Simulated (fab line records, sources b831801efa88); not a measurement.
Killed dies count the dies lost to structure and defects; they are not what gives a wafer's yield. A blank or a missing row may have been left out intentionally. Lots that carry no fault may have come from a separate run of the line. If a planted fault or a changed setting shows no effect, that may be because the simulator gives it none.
fab line records    flow sfqLine
record lots=14  wafers=40  lastDay=92
route steps=325 shown I0@45 M1@59
lots that met no fault: from a run of the same line without faults
startH: hours from the record's first day to the start of the lot's first wafer shown    waitH: time in hours since the lot's previous step    " the same as in the row above    L1.1+2: one row covering several wafers at once    - no value, or no start was given    * or withheld: withheld    < > ~ a bound
route shown NAME@n: names a module that has steps shown in the file, with the first one's number in the route    usual: mean/standard deviation of fault-free wafers    same: alike in all rows    chamber/n: place in a boat    sites: each site's reading    _std_site: standard deviation across them    _edge_site: outer sites' mean less inner sites'    radiusMm: for every site, how far away it sits from the centre of the wafer    mask NAME#n: copy n    behind: tool/chamber where the wafer was last shaped    hold: cause of the lot's hold/its duration in hours/its outcome    device: the transistor (n, p or np) that didn't switch    end of line: the tests these same wafers got at the end of their route    for a step that has no rows: nothing shown but its recipe    killed: at the first sort, the dies lost to defects and structure; wafer yield is something else    map: dies across one wafer; x = killed, . = not, _ = none there
set.NAME: the setting as run; set.NAME@STEP: as run at that earlier step    model.NAME: the simulator's own value behind a step, which no gauge read
one table for each step of the route and one row for each wafer, over a sample of lots
services: from which hour (startH, from the record's first day; less than 0 if before it) a tool's chamber was out of use, for how many hours, and why
## steps
# step SFQ_I0_BOW_MEAS_907
# recipe mode=bow
# usual I0_BOW=1/6.8
lot.wafer  tool          chamber  startH  waitH  I0_BOW[um]
L522.1     filmMetro-04  -        274.33  2.5    3
L522.3     "             -        "       "      0
L522.4     "             -        "       "      11
L523.1     filmMetro-03  -        286.33  1.0    -2
L523.4     "             -        "       "      -4
L523.5     "             -        "       "      -4
L525.1     filmMetro-01  -        301.33  2.5    -11
L525.2     "             -        "       "      8
L525.4     "             -        "       "      7
L527.1     filmMetro-01  -        318.47  2.5    7
L527.2     "             -        "       "      -6
L527.4     "             -        "       "      4
L528.1     filmMetro-01  -        321.66  2.0    2
L528.2     "             -        "       "      7
L528.5     "             -        "       "      -8
L530.2     filmMetro-03  -        336.26  1.5    -4
L530.3     "             -        "       "      4
L530.4     "             -        "       "      -3
L532.2     filmMetro-04  -        351.68  1.0    -4
L532.4     "             -        "       "      2
L532.5     "             -        "       "      8
L534.2     filmMetro-04  -        360.83  1.0    3
L534.5     "             -        "       "      0
L534.6     "             -        "       "      8
L535.5     filmMetro-04  -        369.29  0.6    -2
L540.1     filmMetro-01  -        401.49  1.0    -10
L540.2     "             -        "       "      9
L540.5     "             -        "       "      -2
L541.2     filmMetro-01  -        406.27  1.0    12
L541.5     "             -        "       "      -2
L541.6     "             -        "       "      11
L543.2     filmMetro-04  -        411.33  1.5    -6
L543.4     "             -        "       "      4
L543.6     "             -        "       "      4
L544.1     filmMetro-01  -        414.31  1.5    7
L544.5     "             -        "       "      -1
L544.6     "             -        "       "      -6
L545.1     filmMetro-04  -        416.25  2.5    10
L545.5     "             -        "       "      2
L545.6     "             -        "       "      0
# step SFQ_TRILAYER_I0_VIA_ETCH_VIA_ETCH_034
# recipe target=SiO2  stopOn=Nb  maskMaterial=PR  taperDeg=20  chemistry=CHF3  targetDepthNm=260  sourceW=500  biasW=80  pressureMtorr=30  timeS=withheld
# usual drypumpMotorCurrentA=5.9/0.46  oesProductAu=0.862/0.006
lot.wafer  tool        chamber  startH  waitH  drypumpMotorCurrentA  oesProductAu
L522.1     rieDiel-04  3        372.54  0.0    5.9                   0.861
L522.3     "           1        "       "      6.7                   0.870
L522.4     "           0        "       "      5.1                   0.865
L523.1     rieDiel-01  0        397.86  0.0    5.6                   0.866
L523.4     "           1        "       "      6.3                   0.865
L523.5     "           2        "       "      6.0                   0.873
L525.1     rieDiel-01  1        414.66  0.0    6.3                   0.862
L525.2     "           3        "       "      5.6                   0.866
L525.4     "           0        "       "      5.6                   0.863
L527.1     rieDiel-01  3        421.26  0.0    5.6                   0.864
L527.2     "           1        "       "      6.3                   0.866
L527.4     "           2        "       "      6.0                   0.865
L528.1     rieDiel-04  0        446.46  0.0    5.1                   0.877
L528.2     "           2        "       "      5.6                   0.868
L528.5     "           0        "       "      5.1                   0.866
L530.2     rieDiel-01  3        462.06  0.0    5.6                   0.865
L530.3     "           1        "       "      6.3                   0.871
L530.4     "           2        "       "      6.1                   0.865
L532.2     rieDiel-04  1        472.98  0.0    6.7                   0.863
L532.4     "           0        "       "      5.0                   0.864
L532.5     "           3        "       "      5.9                   0.873
L534.2     rieDiel-04  0        494.58  0.0    5.1                   0.857
L534.5     "           1        "       "      6.6                   0.863
L534.6     "           0        "       "      5.1                   0.863
L535.5     rieDiel-01  0        505.44  0.1    5.6                   0.866
L540.1     rieDiel-04  0        557.48  0.0    5.1                   0.856
L540.2     "           2        "       "      5.6                   0.867
L540.5     "           2        "       "      5.6                   0.875
L541.2     rieDiel-04  0        561.08  0.0    5.1                   0.865
L541.5     "           1        "       "      6.7                   0.860
L541.6     "           0        "       "      5.0                   0.863
L543.2     rieDiel-01  2        567.08  0.0    6.0                   0.863
L543.4     "           0        "       "      5.6                   0.869
L543.6     "           1        "       "      6.3                   0.862
L544.1     rieDiel-02  3        569.48  0.0    6.3                   0.857
L544.5     "           0        "       "      6.0                   0.860
L544.6     "           3        "       "      6.3                   0.864
L545.1     rieDiel-01  0        573.08  0.0    5.6                   0.873
L545.5     "           0        "       "      5.6                   0.867
L545.6     "           1        "       "      6.3                   0.863
# step SFQ_TRILAYER_I0_VIA_STRIP_STRIP_035
# recipe gas=O2  powerW=200  platenTempC=40  overashFraction=0.65  chemistry=O2  pressureMtorr=50
# usual drypumpMotorCurrentA=5.99/0.16  oesProductAu=0.999/0.0094
# same overashFraction=0.65
lot.wafer  tool         chamber  startH  waitH  drypumpMotorCurrentA  oesProductAu  rfHoursCounterH
L522.1     rieMetal-04  1        372.65  -      6.01                  0.997         46
L522.3     "            0        "       "      5.81                  1.008         -
L522.4     "            1        "       "      6.01                  0.991         -
L523.1     rieMetal-04  0        397.98  -      5.79                  0.995         48
L523.4     "            1        "       "      6.01                  0.983         -
L523.5     "            0        "       "      5.80                  1.001         -
L525.1     rieMetal-03  0        414.78  -      5.96                  1.013         72
L525.2     "            1        "       "      6.38                  0.988         27
L525.4     "            0        "       "      5.97                  1.003         -
L527.1     rieMetal-01  0        421.37  -      6.11                  0.991         26
L527.2     "            1        "       "      6.00                  1.003         94
L527.4     "            0        "       "      6.09                  0.997         -
L528.1     rieMetal-04  0        446.57  -      5.81                  1.001         54
L528.2     "            1        "       "      6.02                  0.979         57
L528.5     "            1        "       "      6.02                  0.988         -
L530.2     rieMetal-04  0        462.17  -      5.81                  0.997         56
L530.3     "            0        "       "      5.79                  1.001         -
L530.4     "            1        "       "      6.02                  0.983         -
L532.2     rieMetal-04  1        473.10  -      6.00                  1.000         60
L532.4     "            0        "       "      5.80                  1.000         -
L532.5     "            0        "       "      5.80                  1.010         -
L534.2     rieMetal-01  0        494.70  -      6.09                  1.009         34
L534.5     "            0        "       "      6.08                  1.003         -
L534.6     "            1        "       "      5.98                  1.003         -
L535.5     rieMetal-04  1        505.90  -      6.01                  0.988         -
L540.1     rieMetal-04  1        557.60  -      6.00                  0.993         71
L540.2     "            0        "       "      5.81                  1.020         68
L540.5     "            0        "       "      5.81                  1.012         -
L541.2     rieMetal-03  1        561.20  -      6.39                  1.007         45
L541.5     "            1        "       "      6.39                  1.006         -
L541.6     "            0        "       "      5.98                  0.991         -
L543.2     rieMetal-01  1        567.20  -      5.97                  0.997         110
L543.4     "            0        "       "      6.08                  1.001         -
L543.6     "            0        "       "      6.09                  0.993         -
L544.1     rieMetal-04  0        569.60  -      5.77                  1.011         70
L544.5     "            1        "       "      6.01                  0.989         -
L544.6     "            0        "       "      5.79                  1.011         -
L545.1     rieMetal-04  0        573.20  -      5.78                  1.018         70
L545.5     "            1        "       "      6.01                  1.010         -
L545.6     "            0        "       "      5.80                  1.006         -
# step SFQ_TRILAYER_M1_DEP_SPUTTER_037
# recipe material=Nb  basePressurePa=1.33e-06  chamberPressurePa=0.1333  substrateTempC=20  resputterCathodeVoltageV=400  targetThkNm=200  powerW=2000  timeS=133.3
# usual basePressurePa=1.33e-06/9.3e-08  throttleValvePct=30.5/0.98
lot.wafer  tool           chamber  startH  waitH  basePressurePa  throttleValvePct
L522.1     pvdSputter-06  -        373.46  0.0    1.55e-06        32.7
L522.3     "              -        "       "      1.4e-06         30.4
L522.4     "              -        "       "      1.3e-06         29.8
L523.1     pvdSputter-06  -        398.78  0.0    1.36e-06        32.6
L523.4     "              -        "       "      1.36e-06        29.7
L523.5     "              -        "       "      1.28e-06        30.5
L525.1     pvdSputter-05  -        415.58  0.0    1.22e-06        29.8
L525.2     "              -        "       "      1.33e-06        30.1
L525.4     "              -        "       "      1.29e-06        30.4
L527.1     pvdSputter-03  -        422.18  0.0    1.39e-06        28.8
L527.2     "              -        "       "      1.35e-06        30.2
L527.4     "              -        "       "      1.26e-06        32.1
L528.1     pvdSputter-03  -        447.38  0.0    1.2e-06         29.0
L528.2     "              -        "       "      1.33e-06        32.1
L528.5     "              -        "       "      1.32e-06        30.1
L530.2     pvdSputter-06  -        462.98  0.0    1.36e-06        29.5
L530.3     "              -        "       "      1.21e-06        32.5
L530.4     "              -        "       "      1.52e-06        30.8
L532.2     pvdSputter-05  -        473.90  0.0    1.25e-06        30.8
L532.4     "              -        "       "      1.31e-06        29.8
L532.5     "              -        "       "      1.35e-06        30.1
L534.2     pvdSputter-06  -        495.50  0.0    1.35e-06        30.8
L534.5     "              -        "       "      1.41e-06        29.6
L534.6     "              -        "       "      1.1e-06         32.6
L535.5     pvdSputter-06  -        506.36  0.0    1.29e-06        29.6
L540.1     pvdSputter-06  -        558.42  0.0    1.42e-06        30.8
L540.2     "              -        "       "      1.41e-06        29.6
L540.5     "              -        "       "      1.35e-06        29.8
L541.2     pvdSputter-05  -        562.00  0.0    1.3e-06         29.5
L541.5     "              -        "       "      1.35e-06        30.6
L541.6     "              -        "       "      1.33e-06        29.8
L543.2     pvdSputter-05  -        568.00  0.0    1.28e-06        29.9
L543.4     "              -        "       "      1.23e-06        30.3
L543.6     "              -        "       "      1.28e-06        30.1
L544.1     pvdSputter-06  -        570.40  0.0    1.41e-06        30.5
L544.5     "              -        "       "      1.24e-06        30.6
L544.6     "              -        "       "      1.33e-06        30.2
L545.1     pvdSputter-05  -        574.00  0.0    1.37e-06        30.4
L545.5     "              -        "       "      1.46e-06        30.0
L545.6     "              -        "       "      1.38e-06        31.0
# step SFQ_M1_RS_MEAS_909
# recipe thkMeasGauge=four-point-probe  reads=Nb_of_TRILAYER_M1_DEP_SPUTTER_037
# usual M1_NB_RS=0.894/0.012
lot.wafer  tool          chamber  startH  waitH  M1_NB_RS[ohm/sq]
L522.1     filmMetro-03  -        373.55  0.0    0.890
L522.3     "             -        "       "      0.903
L522.4     "             -        "       "      0.896
L523.1     filmMetro-02  -        398.87  0.0    0.892
L523.4     "             -        "       "      0.906
L523.5     "             -        "       "      0.910
L525.1     filmMetro-02  -        415.67  0.0    0.891
L525.2     "             -        "       "      0.891
L525.4     "             -        "       "      0.907
L527.1     filmMetro-02  -        422.27  0.0    0.893
L527.2     "             -        "       "      0.882
L527.4     "             -        "       "      0.889
L528.1     filmMetro-02  -        447.47  0.0    0.881
L528.2     "             -        "       "      0.896
L528.5     "             -        "       "      0.884
L530.2     filmMetro-02  -        463.09  0.1    0.887
L530.3     "             -        "       "      0.871
L530.4     "             -        "       "      0.889
L532.2     filmMetro-02  -        474.01  0.1    0.903
L532.4     "             -        "       "      0.897
L532.5     "             -        "       "      0.895
L534.2     filmMetro-02  -        495.61  0.1    0.883
L534.5     "             -        "       "      0.646
L534.6     "             -        "       "      0.878
L535.5     filmMetro-02  -        506.49  0.1    0.648
L540.1     filmMetro-02  -        558.51  0.0    0.900
L540.2     "             -        "       "      0.891
L540.5     "             -        "       "      0.896
L541.2     filmMetro-03  -        562.11  0.1    0.885
L541.5     "             -        "       "      0.900
L541.6     "             -        "       "      0.886
L543.2     filmMetro-03  -        568.11  0.1    0.872
L543.4     "             -        "       "      0.891
L543.6     "             -        "       "      0.884
L544.1     filmMetro-02  -        570.49  0.0    0.927
L544.5     "             -        "       "      0.915
L544.6     "             -        "       "      0.928
L545.1     filmMetro-03  -        574.09  0.0    0.916
L545.5     "             -        "       "      0.899
L545.6     "             -        "       "      0.902
# step SFQ_TRILAYER_M1_ETCH_METAL_ETCH_042
# recipe target=Nb  stopOn=SiO2  maskMaterial=PR  chemistry=Cl2/Ar  targetDepthNm=240  icpW=600  biasW=80  pressureMtorr=10  timeS=120
# usual drypumpMotorCurrentA=5.5/0.45  oesProductAu=0.892/0.0078
lot.wafer  tool         chamber  startH  waitH  drypumpMotorCurrentA  oesProductAu  rfHoursCounterH
L522.1     rieMetal-02  1        512.85  0.0    5.4                   0.891         163
L522.3     "            1        "       "      5.4                   0.887         -
L522.4     "            0        "       "      5.0                   0.900         -
L523.1     rieMetal-04  1        550.30  0.0    6.0                   0.898         69
L523.4     "            1        "       "      6.0                   0.890         -
L523.5     "            0        "       "      5.8                   0.878         -
L525.1     rieMetal-03  0        570.70  0.0    6.0                   0.888         91
L525.2     "            1        "       "      6.4                   0.900         46
L525.4     "            0        "       "      6.0                   0.881         -
L527.1     rieMetal-03  1        581.52  0.1    6.4                   0.891         48
L527.2     "            0        "       "      6.0                   0.900         92
L527.4     "            1        "       "      6.4                   0.897         -
L528.1     rieMetal-04  1        611.56  0.1    6.0                   0.905         77
L528.2     "            1        "       "      6.0                   0.898         -
L528.5     "            1        "       "      6.0                   0.891         -
L530.2     rieMetal-02  1        625.27  0.0    5.4                   0.889         6
L530.3     "            0        "       "      5.1                   0.903         -
L530.4     "            1        "       "      5.4                   0.907         -
L532.2     rieMetal-02  0        636.07  0.0    5.1                   0.887         33
L532.4     "            0        "       "      5.0                   0.887         -
L532.5     "            0        "       "      5.1                   0.893         -
L534.2     rieMetal-04  0        656.57  0.0    5.8                   0.896         78
L534.5     "            0        "       "      5.8                   0.991         -
L534.6     "            1        "       "      6.0                   0.895         -
L535.5     rieMetal-03  1        668.66  0.1    6.4                   1.009         -
L540.1     rieMetal-02  1        715.07  0.0    5.4                   0.890         18
L540.2     "            0        "       "      5.1                   0.890         43
L540.5     "            1        "       "      5.4                   0.893         -
L541.2     rieMetal-02  1        719.87  0.0    5.4                   0.900         20
L541.5     "            0        "       "      5.1                   0.882         -
L541.6     "            1        "       "      5.4                   0.899         -
L543.2     rieMetal-04  0        727.36  0.0    5.8                   0.897         89
L543.4     "            1        "       "      6.0                   0.900         -
L543.6     "            1        "       "      6.0                   0.901         -
L544.1     rieMetal-02  1        730.67  0.0    5.4                   0.876         22
L544.5     "            0        "       "      5.1                   0.874         -
L544.6     "            1        "       "      5.4                   0.876         -
L545.1     rieMetal-02  0        733.07  0.0    5.1                   0.878         47
L545.5     "            0        "       "      5.1                   0.886         -
L545.6     "            1        "       "      5.4                   0.884         -
## services
tool           chamber  startH  hours  kind
rieDiel-01     3        350.16  11.7   repair
rieDiel-04     1        397.64  9.3    repair
rieMetal-03    0        402.97  6.9    repair
rieDiel-04     3        405.47  2.4    repair
rieMetal-02    1        410.76  2.3    repair
rieDiel-04     -        414.49  0.2    repair
rieDiel-04     2        427.63  6.8    repair
rieDiel-01     0        445.38  14.0   repair
pvdSputter-05  -        456.61  2.1    repair
pvdSputter-06  -        457.46  3.7    repair
rieDiel-04     3        533.62  5.1    repair
pvdSputter-06  -        536.22  1.1    repair
rieDiel-04     0        542.99  9.6    repair
rieDiel-01     0        578.53  11.0   repair
rieDiel-01     2        586.68  11.7   repair
rieDiel-04     3        586.93  22.5   repair
rieDiel-01     -        606.95  0.7    repair
rieMetal-04    0        607.05  10.8   repair
rieMetal-04    1        662.62  27.0   repair
rieDiel-04     2        690.20  3.8    repair
rieDiel-01     1        704.24  3.1    repair
rieDiel-01     -        721.82  1.3    repair
rieDiel-01     -        721.86  1.1    repair
rieMetal-03    -        725.20  2.8    pm
## key
firstSign step=SFQ_M1_RS_MEAS_909  reading=M1_NB_RS  direction=down  sigmas=21  usual=0.894  struck=0.647
effect step=SFQ_TRILAYER_M1_ETCH_METAL_ETCH_042  reading=oesProductAu  direction=up  sigmas=14  usual=0.892  struck=1.000
metAt SFQ_TRILAYER_M1_DEP_SPUTTER_037
struckLots L534,L535
struckWafers L534.5,L535.5
notActingAt SFQ_I0_BOW_MEAS_907,SFQ_TRILAYER_I0_VIA_ETCH_VIA_ETCH_034,SFQ_TRILAYER_I0_VIA_STRIP_STRIP_035
onsetBetween 462.98 495.50
earlierFault kind=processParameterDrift  tool=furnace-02  chamber=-  onsetH=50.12  steps=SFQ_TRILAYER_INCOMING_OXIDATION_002  channel=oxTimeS  offset=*  shape=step  endH=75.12  stated=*
fault kind=processParameterDrift  tool=pvdSputter-06  chamber=-  onsetH=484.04  steps=SFQ_TRILAYER_M1_DEP_SPUTTER_037  channel=targetThkNm  offset=74.708  shape=step  endH=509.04  actsIn=theseRecipesOnly  stated=200  scope=struckWafersOnly
